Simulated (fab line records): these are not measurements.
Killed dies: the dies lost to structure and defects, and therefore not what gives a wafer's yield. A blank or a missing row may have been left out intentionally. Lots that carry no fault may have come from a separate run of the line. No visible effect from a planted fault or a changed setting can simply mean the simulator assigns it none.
fab line records | flow gf180mcu
[record] lots = 5 wafers = 15 lastDay = 34
route steps=602 shown HV_LDD@184
lots untouched by any fault: they come from a run of this same line in which no faults occurred
startH: hours from the record's first day to the start of the lot's first wafer shown | waitH: how many hours have passed since the lot's step before this one | " as in the row above | L1.1+2: a row that stands for several wafers | - either no value or no given start | * or withheld: withheld | < > ~ a bound
route shown NAME@n: NAME is a module with steps in the file, n the number in the route of the first one | usual: mean/standard deviation taken from wafers without a fault | same: alike in all rows | chamber/n: place in a boat | sites: the reading at each site | _std_site: the values' standard deviation | _edge_site: outer sites' mean less inner sites' | radiusMm: for every site, how far away it sits from the centre of the wafer | mask NAME#n: copy n | behind: the last tool/chamber to shape the wafer | hold: cause of the lot's hold/its duration in hours/its outcome | device: whichever transistor did not switch (one of n, p or np) | end of line: tests run on the same wafers once the route is complete | for a step that has no rows: nothing shown but its recipe | killed: the dies lost at the first sort to structure and to defects; this is not the yield of the wafer | map: per-die view of a wafer (x killed, . not killed, _ where there is no die)
set.NAME: setting as actually run; set.NAME@STEP: the setting as run at that earlier step | model.NAME: the simulator's own value behind a step, which no gauge read
lots at selected steps of the route; one table per step, one row per wafer
services: the hour from which a tool's chamber was out of use, counted from the record's first day as startH (under 0 if before that day), plus the number of hours and why
[[steps]]
[step GF_HV_LDD_OVL_MEAS_08]
[usual] HV_LDD_OVL = -0.3/1.1
// columns lot.wafer tool chamber startH waitH HV_LDD_OVL[nm]
L074.1 overlay-02 - 213.76 0.1 0.3
L074.2 " - " " -0.3
L074.5 " - " " -0.7
L076.3 overlay-01 - 230.82 0.1 -0.6
L076.5 " - " " 0.7
L076.6 " - " " -0.7
L082.1 overlay-01 - 276.69 0.1 -1.2
L082.4 " - " " -1.3
L082.6 " - " " -1.0
L091.2 overlay-02 - 344.16 0.1 -0.2
L091.3 " - " " -0.9
L091.5 " - " " -1.0
L096.1 overlay-02 - 382.65 0.1 -0.6
L096.5 " - " " 0.6
L096.6 " - " " -1.9
[step GF_HV_LDD_IMPLANT_09]
[recipe] species = As energyKev = 40 doseCm2 = 1e+14 tiltDeg = 7
[usual] endStationPressureTorr = 5.43e-06/2.6e-07
[same] implantIonAmu = 75
// columns lot.wafer tool chamber startH waitH endStationPressureTorr
L074.1 implanter-03 0 213.80 0.0 5.79e-06
L074.2 " 0 " " 5.17e-06
L074.5 " 0 " " 5.23e-06
L076.3 implanter-03 0 230.89 0.1 5.24e-06
L076.5 " 0 " " 5.65e-06
L076.6 " 0 " " 5.34e-06
L082.1 implanter-01 0 276.73 0.0 5.19e-06
L082.4 " 0 " " 5.53e-06
L082.6 " 0 " " 5.19e-06
L091.2 implanter-02 0 344.21 0.0 4.95e-06
L091.3 " 0 " " 5.6e-06
L091.5 " 0 " " 5.16e-06
L096.1 implanter-02 0 382.69 0.0 5.46e-06
L096.5 " 0 " " 5.55e-06
L096.6 " 0 " " 5.57e-06
[step GF_HV_LDD_STRIP_10]
[recipe] chemistry = O2/N2 powerW = 1400 pressureMtorr = 1500 platenTempC = 250 o2FlowSccm = 3000 n2FlowSccm = 300 overashFraction = 0.5
[usual] drypumpMotorCurrentA = 6.1/0.38 heaterPowerW = 346/30 oesProductAu = 0.715/0.0046 stripTimeToEndpointS = 12.63/0.042
// columns lot.wafer tool chamber startH waitH drypumpMotorCurrentA heaterPowerW oesProductAu rfHoursCounterH stripTimeToEndpointS
L074.1 plasmaAsher-01 1 213.95 0.1 5.4 350 0.713 60 12.70
L074.2 " 0 " " 6.3 396 0.717 60 12.68
L074.5 " 0 " " 6.3 393 0.713 - 12.73
L076.3 plasmaAsher-01 0 231.03 0.1 6.3 389 0.712 - 12.67
L076.5 " 1 " " 5.4 349 0.714 - 12.65
L076.6 " 0 " " 6.3 393 0.712 - 12.67
L082.1 plasmaAsher-01 0 276.88 0.1 6.3 396 0.716 69 12.63
L082.4 " 0 " " 6.3 393 0.723 - 12.65
L082.6 " 0 " " 6.2 390 0.716 - 12.65
L091.2 plasmaAsher-04 1 344.34 0.1 6.5 334 0.714 26 12.57
L091.3 " 0 " " 6.1 293 0.714 - 12.58
L091.5 " 1 " " 6.5 342 0.713 - 12.57
L096.1 plasmaAsher-02 0 382.84 0.1 6.3 338 0.721 76 12.63
L096.5 " 1 " " 6.2 336 0.715 - 12.62
L096.6 " 0 " " 6.3 345 0.711 - 12.66
[step GF_HV_LDD_TW_MEAS_11]
[usual] HV_LDD_TW = 2418/33
// columns lot.wafer tool chamber startH waitH HV_LDD_TW
L074.1 filmMetro-01 - 214.05 0.1 2444
L074.2 " - " " 2458
L074.5 " - " " 2436
L076.3 filmMetro-01 - 231.11 0.1 2453
L076.5 " - " " 2453
L076.6 " - " " 2456
L082.1 filmMetro-02 - 276.98 0.1 2426
L082.4 " - " " 2423
L082.6 " - " " 2438
L091.2 filmMetro-01 - 344.45 0.1 2454
L091.3 " - " " 2439
L091.5 " - " " 2451
L096.1 filmMetro-02 - 382.94 0.1 2415
L096.5 " - " " 2427
L096.6 " - " " 2411
[step GF_HV_LDD_DEHYDRATE_12]
[recipe] tempC = 200 timeS = 60
// columns lot.wafer tool chamber startH waitH
L074.1+2+5 lithoTrack-02 0 222.02 8.0
L076.3+5+6 lithoTrack-04 0 239.34 8.2
L082.1+4+6 lithoTrack-01 0 286.19 9.2
L091.2+3+5 lithoTrack-01 0 354.01 9.6
L096.1+5+6 lithoTrack-04 0 394.49 11.5
[step GF_HV_LDD_HMDS_13]
[recipe] primeTimeS = 60 primeTempC = 120
// columns lot.wafer tool chamber startH waitH
L074.1+2+5 lithoTrack-02 0 222.17 0.1
L076.3+5+6 lithoTrack-04 0 239.49 0.1
L082.1+4+6 lithoTrack-01 0 286.34 0.1
L091.2+3+5 lithoTrack-01 0 354.16 0.1
L096.1+5+6 lithoTrack-04 0 394.64 0.1
[step GF_HV_LDD_COAT_14]
[recipe] resist = NOVOLAK spinRpm = 3000 resistThkNm = 1000
[usual] spinSpeedRpm = 3000.1/2
// columns lot.wafer tool chamber startH waitH spinSpeedRpm
L074.1 lithoTrack-02 0 222.32 0.1 2999.4
L074.2 " 0 " " 2997.8
L074.5 " 0 " " 3000.0
L076.3 lithoTrack-04 0 239.64 0.1 3000.2
L076.5 " 0 " " 3002.6
L076.6 " 0 " " 3002.9
L082.1 lithoTrack-01 0 286.49 0.1 2999.6
L082.4 " 0 " " 3003.5
L082.6 " 0 " " 2997.9
L091.2 lithoTrack-01 0 354.31 0.1 2998.3
L091.3 " 0 " " 3000.1
L091.5 " 0 " " 2998.5
L096.1 lithoTrack-04 0 394.79 0.1 3002.8
L096.5 " 0 " " 2997.1
L096.6 " 0 " " 2997.4
[step GF_HV_LDD_SOFTBAKE_15]
[recipe] tempC = 90 timeS = 60 resist = NOVOLAK
// columns lot.wafer tool chamber startH waitH
L074.1+2+5 lithoTrack-02 0 222.47 0.1
L076.3+5+6 lithoTrack-04 0 239.79 0.1
L082.1+4+6 lithoTrack-01 0 286.64 0.1
L091.2+3+5 lithoTrack-01 0 354.46 0.1
L096.1+5+6 lithoTrack-04 0 394.94 0.1
[step GF_HV_LDD_EXPOSE_16]
[recipe] maskId = Pplus_LV_AREA targetCdNm = 400 na = 0.6 sourceShape = conventional sigmaOuter = 0.6 doseMj = 140
[usual] reticleTempC = 22.99/0.13
// columns lot.wafer tool chamber startH waitH mask reticleTempC
L074.1 ilineStepper-02 0 - - Pplus_LV_AREA#0 23.04
L074.2 " 0 " " Pplus_LV_AREA#0 23.09
L074.5 " 0 " " Pplus_LV_AREA#0 23.15
L076.3 ilineStepper-01 0 - - Pplus_LV_AREA#0 23.00
L076.5 " 0 " " Pplus_LV_AREA#0 22.95
L076.6 " 0 " " Pplus_LV_AREA#0 23.06
L082.1 ilineStepper-01 0 - - Pplus_LV_AREA#0 22.72
L082.4 " 0 " " Pplus_LV_AREA#0 22.87
L082.6 " 0 " " Pplus_LV_AREA#0 22.71
L091.2 ilineStepper-02 0 - - Pplus_LV_AREA#0 23.03
L091.3 " 0 " " Pplus_LV_AREA#0 23.10
L091.5 " 0 " " Pplus_LV_AREA#0 23.18
L096.1 ilineStepper-02 0 - - Pplus_LV_AREA#0 22.95
L096.5 " 0 " " Pplus_LV_AREA#0 23.01
L096.6 " 0 " " Pplus_LV_AREA#0 23.01
[step GF_HV_LDD_PEB_17]
[recipe] tempC = withheld timeS = * resist = NOVOLAK
// columns lot.wafer tool chamber startH waitH
L074.1+2+5 lithoTrack-01 0 - -
L076.3+5+6 lithoTrack-04 0 - -
L082.1+4+6 lithoTrack-01 0 - -
L091.2+3+5 lithoTrack-01 0 - -
L096.1+5+6 lithoTrack-04 0 - -
[step GF_HV_LDD_DEVELOP_18]
[recipe] developTimeS = 60 devTempC = 23
// columns lot.wafer tool chamber startH waitH
L074.1+2+5 lithoTrack-01 0 231.79 0.1
L076.3+5+6 lithoTrack-04 0 249.04 0.1
L082.1+4+6 lithoTrack-01 0 296.34 0.1
L091.2+3+5 lithoTrack-01 0 365.46 0.1
L096.1+5+6 lithoTrack-04 0 406.04 0.1
[step GF_HV_LDD_CD_MEAS_19]
[recipe] targetCdNm = 400
[usual] cdNm = 400.6/1.8
// columns lot.wafer tool chamber startH waitH cdNm
L074.1 cdSem-02 - 231.94 0.1 396.9
L074.2 " - " " 401.8
L074.5 " - " " 397.6
L076.3 cdSem-01 - 249.18 0.1 399.2
L076.5 " - " " 399.3
L076.6 " - " " 399.1
L082.1 cdSem-01 - 296.49 0.1 398.2
L082.4 " - " " 398.8
L082.6 " - " " 396.7
L091.2 cdSem-02 - 365.61 0.1 401.0
L091.3 " - " " 401.0
L091.5 " - " " 402.5
L096.1 cdSem-02 - 406.19 0.1 397.4
L096.5 " - " " 401.3
L096.6 " - " " 401.2
[step GF_HV_LDD_OVL_MEAS_20]
[usual] HV_LDD_01_OVL = -1.0/1.3
// columns lot.wafer tool chamber startH waitH HV_LDD_01_OVL[nm]
L074.1 overlay-01 - 232.06 0.1 0.3
L074.2 " - " " -1.2
L074.5 " - " " 0.7
L076.3 overlay-01 - 249.27 0.1 2.6
L076.5 " - " " 2.1
L076.6 " - " " 1.7
L082.1 overlay-02 - 296.61 0.1 -1.0
L082.4 " - " " 0.4
L082.6 " - " " 1.1
L091.2 overlay-01 - 365.71 0.1 -2.7
L091.3 " - " " -1.0
L091.5 " - " " -0.6
L096.1 overlay-01 - 406.31 0.1 -3.8
L096.5 " - " " -2.2
L096.6 " - " " -0.4
[step GF_HV_LDD_IMPLANT_21]
[recipe] species = BF2 energyKev = 25 doseCm2 = 5e+13 tiltDeg = 7
[usual] endStationPressureTorr = 5.18e-06/2.8e-07
[same] implantIonAmu = 49
// columns lot.wafer tool chamber startH waitH endStationPressureTorr
L074.1 implanter-02 0 232.09 0.0 4.62e-06
L074.2 " 0 " " 5.31e-06
L074.5 " 0 " " 5.42e-06
L076.3 implanter-01 0 249.35 0.1 5e-06
L076.5 " 0 " " 5.08e-06
L076.6 " 0 " " 5.31e-06
L082.1 implanter-02 0 296.64 0.0 5.33e-06
L082.4 " 0 " " 4.71e-06
L082.6 " 0 " " 5.48e-06
L091.2 implanter-01 0 365.77 0.0 4.72e-06
L091.3 " 0 " " 5.21e-06
L091.5 " 0 " " 5.65e-06
L096.1 implanter-01 0 406.35 0.0 5.59e-06
L096.5 " 0 " " 5.13e-06
L096.6 " 0 " " 5.33e-06
[step GF_HV_LDD_STRIP_22]
[recipe] chemistry = O2/N2 powerW = 1400 pressureMtorr = 1500 platenTempC = 250 o2FlowSccm = 3000 n2FlowSccm = 300 overashFraction = 0.5
[usual] drypumpMotorCurrentA = 6.1/0.34 heaterPowerW = 339/30 oesProductAu = 0.715/0.0046 stripTimeToEndpointS = 12.61/0.044
// columns lot.wafer tool chamber startH waitH drypumpMotorCurrentA heaterPowerW oesProductAu rfHoursCounterH stripTimeToEndpointS
L074.1 plasmaAsher-01 1 232.24 0.1 5.4 348 0.721 63 12.60
L074.2 " 0 " " 6.3 391 0.711 63 12.56
L074.5 " 1 " " 5.4 348 0.722 - 12.58
L076.3 plasmaAsher-04 0 249.48 0.1 6.1 294 0.716 - 12.59
L076.5 " 1 " " 6.4 336 0.715 - 12.65
L076.6 " 0 " " 6.1 296 0.706 - 12.60
L082.1 plasmaAsher-02 0 296.79 0.1 6.3 334 0.705 66 12.68
L082.4 " 1 " " 6.2 331 0.707 - 12.64
L082.6 " 0 " " 6.3 332 0.716 - 12.68
L091.2 plasmaAsher-02 0 365.89 0.1 6.4 331 0.715 74 12.57
L091.3 " 1 " " 6.2 337 0.716 - 12.60
L091.5 " 0 " " 6.3 329 0.719 - 12.58
L096.1 plasmaAsher-01 1 406.50 0.1 5.4 347 0.710 84 12.63
L096.5 " 0 " " 6.3 387 0.703 - 12.63
L096.6 " 1 " " 5.4 348 0.711 - 12.62
[step GF_HV_LDD_TW_MEAS_23]
[usual] HV_LDD_2_TW = 1059/12
// columns lot.wafer tool chamber startH waitH HV_LDD_2_TW
L074.1 filmMetro-04 - 232.34 0.1 1035
L074.2 " - " " 1031
L074.5 " - " " 1033
L076.3 filmMetro-04 - 249.57 0.1 1041
L076.5 " - " " 1038
L076.6 " - " " 1036
L082.1 filmMetro-01 - 296.89 0.1 1071
L082.4 " - " " 1078
L082.6 " - " " 1074
L091.2 filmMetro-02 - 366.00 0.1 1058
L091.3 " - " " 1057
L091.5 " - " " 1055
L096.1 filmMetro-01 - 406.62 0.1 1072
L096.5 " - " " 1072
L096.6 " - " " 1074
[step GF_HV_LDD_DEHYDRATE_24]
[recipe] tempC = 200 timeS = 60
// columns lot.wafer tool chamber startH waitH
L074.1+2+5 lithoTrack-04 0 240.49 8.1
L076.3+5+6 lithoTrack-01 0 258.29 8.7
L082.1+4+6 lithoTrack-02 0 306.37 9.5
L091.2+3+5 lithoTrack-04 0 376.72 10.7
L096.1+5+6 lithoTrack-02 0 418.02 11.4
[step GF_HV_LDD_HMDS_25]
[recipe] primeTimeS = 60 primeTempC = 120
// columns lot.wafer tool chamber startH waitH
L074.1+2+5 lithoTrack-04 0 240.64 0.1
L076.3+5+6 lithoTrack-01 0 258.44 0.1
L082.1+4+6 lithoTrack-02 0 306.52 0.1
L091.2+3+5 lithoTrack-04 0 376.87 0.1
L096.1+5+6 lithoTrack-02 0 418.17 0.1
[step GF_HV_LDD_COAT_26]
[recipe] resist = NOVOLAK spinRpm = 3000 resistThkNm = 1000
[usual] spinSpeedRpm = 2999.9/1.9
// columns lot.wafer tool chamber startH waitH spinSpeedRpm
L074.1 lithoTrack-04 0 240.79 0.1 2997.3
L074.2 " 0 " " 2998.1
L074.5 " 0 " " 3000.4
L076.3 lithoTrack-01 0 258.59 0.1 3001.6
L076.5 " 0 " " 2999.9
L076.6 " 0 " " 2998.9
L082.1 lithoTrack-02 0 306.67 0.1 2996.1
L082.4 " 0 " " 2997.5
L082.6 " 0 " " 2999.8
L091.2 lithoTrack-04 0 377.02 0.1 2997.9
L091.3 " 0 " " 3002.6
L091.5 " 0 " " 2997.5
L096.1 lithoTrack-02 0 418.32 0.1 3000.4
L096.5 " 0 " " 2999.5
L096.6 " 0 " " 2998.4
[step GF_HV_LDD_SOFTBAKE_27]
[recipe] tempC = 90 timeS = 60 resist = NOVOLAK
// columns lot.wafer tool chamber startH waitH
L074.1+2+5 lithoTrack-04 0 240.94 0.1
L076.3+5+6 lithoTrack-01 0 258.74 0.1
L082.1+4+6 lithoTrack-02 0 306.82 0.1
L091.2+3+5 lithoTrack-04 0 377.17 0.1
L096.1+5+6 lithoTrack-02 0 418.47 0.1
[step GF_HV_LDD_EXPOSE_28]
[recipe] maskId = Nplus_HV_AREA targetCdNm = 400 na = 0.6 sourceShape = conventional sigmaOuter = 0.6 doseMj = 140
[usual] reticleTempC = 23.01/0.11
// columns lot.wafer tool chamber startH waitH mask reticleTempC
L074.1 ilineStepper-02 0 - - Nplus_HV_AREA#0 22.92
L074.2 " 0 " " Nplus_HV_AREA#0 23.18
L074.5 " 0 " " Nplus_HV_AREA#0 23.14
L076.3 ilineStepper-01 0 - - Nplus_HV_AREA#0 22.86
L076.5 " 0 " " Nplus_HV_AREA#0 22.93
L076.6 " 0 " " Nplus_HV_AREA#0 23.07
L082.1 ilineStepper-02 0 - - Nplus_HV_AREA#0 23.10
L082.4 " 0 " " Nplus_HV_AREA#0 23.15
L082.6 " 0 " " Nplus_HV_AREA#0 23.08
L091.2 ilineStepper-01 0 - - Nplus_HV_AREA#0 22.94
L091.3 " 0 " " Nplus_HV_AREA#0 22.99
L091.5 " 0 " " Nplus_HV_AREA#0 23.00
L096.1 ilineStepper-02 0 - - Nplus_HV_AREA#0 22.97
L096.5 " 0 " " Nplus_HV_AREA#0 23.17
L096.6 " 0 " " Nplus_HV_AREA#0 23.16
[step GF_HV_LDD_PEB_29]
[recipe] tempC = withheld timeS = * resist = NOVOLAK
// columns lot.wafer tool chamber startH waitH
L074.1+2+5 lithoTrack-04 0 - -
L076.3+5+6 lithoTrack-02 0 - -
L082.1+4+6 lithoTrack-01 0 - -
L091.2+3+5 lithoTrack-02 0 - -
L096.1+5+6 lithoTrack-01 0 - -
[step GF_HV_LDD_DEVELOP_30]
[recipe] developTimeS = 60 devTempC = 23
// columns lot.wafer tool chamber startH waitH
L074.1+2+5 lithoTrack-04 0 250.54 0.1
L076.3+5+6 lithoTrack-02 0 268.42 0.1
L082.1+4+6 lithoTrack-01 0 317.19 0.1
L091.2+3+5 lithoTrack-02 0 387.79 0.1
L096.1+5+6 lithoTrack-01 0 430.43 0.1
[step GF_HV_LDD_CD_MEAS_31]
[recipe] targetCdNm = 400
[usual] cdNm = 400.0/2.1
// columns lot.wafer tool chamber startH waitH cdNm
L074.1 cdSem-02 - 250.69 0.1 400.1
L074.2 " - " " 401.6
L074.5 " - " " 399.9
L076.3 cdSem-01 - 268.56 0.1 400.1
L076.5 " - " " 400.3
L076.6 " - " " 401.2
L082.1 cdSem-02 - 317.34 0.1 397.4
L082.4 " - " " 397.8
L082.6 " - " " 398.4
L091.2 cdSem-02 - 387.94 0.1 404.3
L091.3 " - " " 404.9
L091.5 " - " " 403.2
L096.1 cdSem-02 - 430.58 0.1 399.5
L096.5 " - " " 398.8
L096.6 " - " " 400.3
[step GF_HV_LDD_OVL_MEAS_32]
[usual] HV_LDD_02_OVL = 0.1/1.5
// columns lot.wafer tool chamber startH waitH HV_LDD_02_OVL[nm]
L074.1 overlay-02 - 250.81 0.1 -1.6
L074.2 " - " " -0.1
L074.5 " - " " -1.2
L076.3 overlay-02 - 268.65 0.1 0.7
L076.5 " - " " -0.1
L076.6 " - " " -0.6
L082.1 overlay-02 - 317.46 0.1 -0.6
L082.4 " - " " -1.1
L082.6 " - " " 1.7
L091.2 overlay-02 - 388.05 0.1 -0.2
L091.3 " - " " -1.3
L091.5 " - " " 1.4
L096.1 overlay-02 - 430.70 0.1 -1.4
L096.5 " - " " -3.4
L096.6 " - " " -0.7
[step GF_HV_LDD_IMPLANT_33]
[recipe] species = P energyKev = 60 doseCm2 = 7.5e+12 tiltDeg = 30 rotationDeg = 0
[usual] endStationPressureTorr = 5.03e-06/2.6e-07 rotationDeg = 0.004/0.02
[same] implantIonAmu = 31
// columns lot.wafer tool chamber startH waitH endStationPressureTorr rotationDeg
L074.1 implanter-02 0 250.85 0.0 4.77e-06 -0.005
L074.2 " 0 " " 4.76e-06 -0.014
L074.5 " 0 " " 5.06e-06 0.003
L076.3 implanter-03 0 268.73 0.1 5.27e-06 -0.019
L076.5 " 0 " " 4.63e-06 0.006
L076.6 " 0 " " 5.01e-06 -0.005
L082.1 implanter-03 0 317.49 0.0 5.21e-06 -0.002
L082.4 " 0 " " 4.95e-06 -0.001
L082.6 " 0 " " 5.28e-06 0.010
L091.2 implanter-01 0 388.10 0.0 4.91e-06 0.003
L091.3 " 0 " " 4.87e-06 -0.032
L091.5 " 0 " " 4.95e-06 -0.019
L096.1 implanter-02 0 430.74 0.0 5.28e-06 -0.011
L096.5 " 0 " " 4.86e-06 0.015
L096.6 " 0 " " 5.49e-06 0.014
[step GF_HV_LDD_IMPLANT_34]
[recipe] species = P energyKev = 60 doseCm2 = 7.5e+12 tiltDeg = 30 rotationDeg = 90
[usual] endStationPressureTorr = 5.05e-06/2.6e-07 rotationDeg = 90.006/0.024
[same] implantIonAmu = 31
// columns lot.wafer tool chamber startH waitH endStationPressureTorr rotationDeg
L074.1 implanter-02 0 251.00 0.1 5.07e-06 89.997
L074.2 " 0 " " 5.3e-06 90.021
L074.5 " 0 " " 5.5e-06 90.025
L076.3 implanter-03 0 268.88 0.1 5.24e-06 89.950
L076.5 " 0 " " 5.17e-06 90.015
L076.6 " 0 " " 4.58e-06 90.019
L082.1 implanter-03 0 317.64 0.1 4.94e-06 90.007
L082.4 " 0 " " 4.9e-06 90.028
L082.6 " 0 " " 5.26e-06 89.977
L091.2 implanter-01 0 388.25 0.1 5.06e-06 90.009
L091.3 " 0 " " 5.33e-06 90.042
L091.5 " 0 " " 4.75e-06 90.023
L096.1 implanter-02 0 430.89 0.1 4.41e-06 89.979
L096.5 " 0 " " 4.8e-06 89.983
L096.6 " 0 " " 4.9e-06 89.975
[step GF_HV_LDD_IMPLANT_35]
[recipe] species = P energyKev = 60 doseCm2 = 7.5e+12 tiltDeg = 30 rotationDeg = 180
[usual] endStationPressureTorr = 5.06e-06/2.7e-07 rotationDeg = 180.00/0.037
[same] implantIonAmu = 31
// columns lot.wafer tool chamber startH waitH endStationPressureTorr rotationDeg
L074.1 implanter-02 0 251.15 0.1 5.34e-06 180.06
L074.2 " 0 " " 5.08e-06 180.03
L074.5 " 0 " " 4.79e-06 180.00
L076.3 implanter-03 0 269.03 0.1 5.4e-06 179.99
L076.5 " 0 " " 5.68e-06 180.04
L076.6 " 0 " " 5e-06 180.04
L082.1 implanter-03 0 317.79 0.1 5.15e-06 180.04
L082.4 " 0 " " 5.16e-06 180.04
L082.6 " 0 " " 4.79e-06 180.04
L091.2 implanter-01 0 388.40 0.1 5.33e-06 180.02
L091.3 " 0 " " 5.03e-06 180.04
L091.5 " 0 " " 4.81e-06 179.99
L096.1 implanter-02 0 431.04 0.1 4.98e-06 179.97
L096.5 " 0 " " 5.39e-06 179.94
L096.6 " 0 " " 5.18e-06 180.00
[step GF_HV_LDD_IMPLANT_36]
[recipe] species = P energyKev = 60 doseCm2 = 7.5e+12 tiltDeg = 30 rotationDeg = 270
[usual] endStationPressureTorr = 5.04e-06/2.7e-07 rotationDeg = 269.99/0.049
[same] implantIonAmu = 31
// columns lot.wafer tool chamber startH waitH endStationPressureTorr rotationDeg
L074.1 implanter-02 0 251.30 0.1 4.88e-06 269.97
L074.2 " 0 " " 5.35e-06 270.13
L074.5 " 0 " " 5.09e-06 269.97
L076.3 implanter-03 0 269.18 0.1 5.12e-06 269.89
L076.5 " 0 " " 5.04e-06 269.93
L076.6 " 0 " " 4.79e-06 270.04
L082.1 implanter-03 0 317.94 0.1 5.03e-06 270.00
L082.4 " 0 " " 4.97e-06 269.94
L082.6 " 0 " " 4.73e-06 269.99
L091.2 implanter-01 0 388.55 0.1 5.07e-06 269.98
L091.3 " 0 " " 5.04e-06 269.99
L091.5 " 0 " " 4.93e-06 269.99
L096.1 implanter-02 0 431.19 0.1 5.13e-06 269.98
L096.5 " 0 " " 4.84e-06 269.94
L096.6 " 0 " " 5.49e-06 269.95
[step GF_HV_LDD_STRIP_37]
[recipe] chemistry = O2/N2 powerW = 1400 pressureMtorr = 1500 platenTempC = 250 o2FlowSccm = 3000 n2FlowSccm = 300 overashFraction = 0.5
[usual] drypumpMotorCurrentA = 6.1/0.33 heaterPowerW = 344/25 oesProductAu = 0.716/0.0042 stripTimeToEndpointS = 12.63/0.039
// columns lot.wafer tool chamber startH waitH drypumpMotorCurrentA heaterPowerW oesProductAu rfHoursCounterH stripTimeToEndpointS
L074.1 plasmaAsher-02 1 251.45 0.1 6.3 344 0.715 61 12.62
L074.2 " 0 " " 6.3 333 0.721 61 12.62
L074.5 " 1 " " 6.3 328 0.713 - 12.61
L076.3 plasmaAsher-02 0 269.31 0.1 6.3 337 0.718 - 12.73
L076.5 " 0 " " 6.3 338 0.718 - 12.71
L076.6 " 1 " " 6.2 329 0.711 - 12.69
L082.1 plasmaAsher-01 0 318.09 0.1 6.3 398 0.716 73 12.58
L082.4 " 0 " " 6.3 394 0.711 - 12.61
L082.6 " 1 " " 5.4 346 0.713 - 12.59
L091.2 plasmaAsher-02 0 388.68 0.1 6.4 342 0.713 77 12.65
L091.3 " 0 " " 6.3 343 0.717 - 12.65
L091.5 " 0 " " 6.3 336 0.718 - 12.64
L096.1 plasmaAsher-02 1 431.34 0.1 6.2 330 0.720 81 12.57
L096.5 " 1 " " 6.1 341 0.720 - 12.59
L096.6 " 0 " " 6.3 338 0.715 - 12.56
[step GF_HV_LDD_TW_MEAS_38]
[usual] HV_LDD_3_TW = 1444/17
// columns lot.wafer tool chamber startH waitH HV_LDD_3_TW
L074.1 filmMetro-04 - 251.55 0.1 1415
L074.2 " - " " 1412
L074.5 " - " " 1414
L076.3 filmMetro-02 - 269.40 0.1 1448
L076.5 " - " " 1442
L076.6 " - " " 1452
L082.1 filmMetro-01 - 318.19 0.1 1462
L082.4 " - " " 1465
L082.6 " - " " 1464
L091.2 filmMetro-04 - 388.79 0.1 1435
L091.3 " - " " 1439
L091.5 " - " " 1444
L096.1 filmMetro-02 - 431.44 0.1 1439
L096.5 " - " " 1448
L096.6 " - " " 1445
[step GF_HV_LDD_DEHYDRATE_39]
[recipe] tempC = 200 timeS = 60
// columns lot.wafer tool chamber startH waitH
L074.1+2+5 lithoTrack-04 0 260.29 8.7
L076.3+5+6 lithoTrack-01 0 278.89 9.5
L082.1+4+6 lithoTrack-04 0 327.64 9.4
L091.2+3+5 lithoTrack-01 0 400.01 11.2
L096.1+5+6 lithoTrack-02 0 442.67 11.2
[step GF_HV_LDD_HMDS_40]
[recipe] primeTimeS = 60 primeTempC = 120
// columns lot.wafer tool chamber startH waitH
L074.1+2+5 lithoTrack-04 0 260.44 0.1
L076.3+5+6 lithoTrack-01 0 279.04 0.1
L082.1+4+6 lithoTrack-04 0 327.79 0.1
L091.2+3+5 lithoTrack-01 0 400.16 0.1
L096.1+5+6 lithoTrack-02 0 442.82 0.1
[step GF_HV_LDD_COAT_41]
[recipe] resist = NOVOLAK spinRpm = 3000 resistThkNm = 1000
[usual] spinSpeedRpm = 3000.2/2.2
// columns lot.wafer tool chamber startH waitH spinSpeedRpm
L074.1 lithoTrack-04 0 260.59 0.1 3001.3
L074.2 " 0 " " 3000.0
L074.5 " 0 " " 3000.6
L076.3 lithoTrack-01 0 279.19 0.1 3000.2
L076.5 " 0 " " 2995.8
L076.6 " 0 " " 3002.3
L082.1 lithoTrack-04 0 327.94 0.1 2996.9
L082.4 " 0 " " 2996.3
L082.6 " 0 " " 2996.8
L091.2 lithoTrack-01 0 400.31 0.1 3000.0
L091.3 " 0 " " 3001.3
L091.5 " 0 " " 3000.6
L096.1 lithoTrack-02 0 442.97 0.1 2998.9
L096.5 " 0 " " 3002.5
L096.6 " 0 " " 3000.9
[step GF_HV_LDD_SOFTBAKE_42]
[recipe] tempC = 90 timeS = 60 resist = NOVOLAK
// columns lot.wafer tool chamber startH waitH
L074.1+2+5 lithoTrack-04 0 260.74 0.1
L076.3+5+6 lithoTrack-01 0 279.34 0.1
L082.1+4+6 lithoTrack-04 0 328.09 0.1
L091.2+3+5 lithoTrack-01 0 400.46 0.1
L096.1+5+6 lithoTrack-02 0 443.12 0.1
[step GF_HV_LDD_EXPOSE_43]
[recipe] maskId = Pplus_HV_AREA targetCdNm = 400 na = 0.6 sourceShape = conventional sigmaOuter = 0.6 doseMj = 140
[usual] reticleTempC = 23.00/0.12
// columns lot.wafer tool chamber startH waitH mask reticleTempC
L074.1 ilineStepper-01 0 - - Pplus_HV_AREA#0 23.22
L074.2 " 0 " " Pplus_HV_AREA#0 23.20
L074.5 " 0 " " Pplus_HV_AREA#0 23.00
L076.3 ilineStepper-02 0 - - Pplus_HV_AREA#0 22.90
L076.5 " 0 " " Pplus_HV_AREA#0 22.92
L076.6 " 0 " " Pplus_HV_AREA#0 22.88
L082.1 ilineStepper-02 0 - - Pplus_HV_AREA#0 23.04
L082.4 " 0 " " Pplus_HV_AREA#0 23.15
L082.6 " 0 " " Pplus_HV_AREA#0 23.01
L091.2 ilineStepper-02 0 - - Pplus_HV_AREA#0 23.21
L091.3 " 0 " " Pplus_HV_AREA#0 23.09
L091.5 " 0 " " Pplus_HV_AREA#0 23.09
L096.1 ilineStepper-01 0 - - Pplus_HV_AREA#0 22.89
L096.5 " 0 " " Pplus_HV_AREA#0 23.11
L096.6 " 0 " " Pplus_HV_AREA#0 22.97
[step GF_HV_LDD_PEB_44]
[recipe] tempC = withheld timeS = * resist = NOVOLAK
// columns lot.wafer tool chamber startH waitH
L074.1+2+5 lithoTrack-04 0 - -
L076.3+5+6 lithoTrack-02 0 - -
L082.1+4+6 lithoTrack-01 0 - -
L091.2+3+5 lithoTrack-02 0 - -
L096.1+5+6 lithoTrack-04 0 - -
[[services]]
// columns tool chamber startH hours kind
implanter-03 - 191.33 4.2 repair
implanter-01 - 209.06 3.3 pm
ilineStepper-02 - 209.32 1.7 pm
plasmaAsher-04 - 211.79 2.3 repair
ilineStepper-02 - 222.99 4.9 repair
implanter-02 - 229.38 2.6 repair
ilineStepper-02 - 259.88 2.1 pm
implanter-02 - 260.47 14.4 repair
implanter-02 - 285.72 1.0 repair
implanter-01 - 286.83 10.4 repair
implanter-01 - 292.20 6.8 repair
ilineStepper-02 - 300.64 1.3 repair
ilineStepper-01 - 326.02 1.7 pm
implanter-02 - 336.73 1.3 repair
plasmaAsher-04 - 348.01 2.8 repair
plasmaAsher-04 - 350.83 15.6 pm
lithoTrack-01 - 380.23 - consumableReplace:filter
implanter-02 - 407.24 8.1 repair
plasmaAsher-01 - 409.91 11.0 repair
plasmaAsher-01 - 421.25 9.0 pm
ilineStepper-02 - 427.58 1.7 pm
plasmaAsher-04 - 434.94 2.1 repair
ilineStepper-02 - 436.76 4.4 pm
ilineStepper-02 - 444.73 5.0 repair
[[key]]
fault none
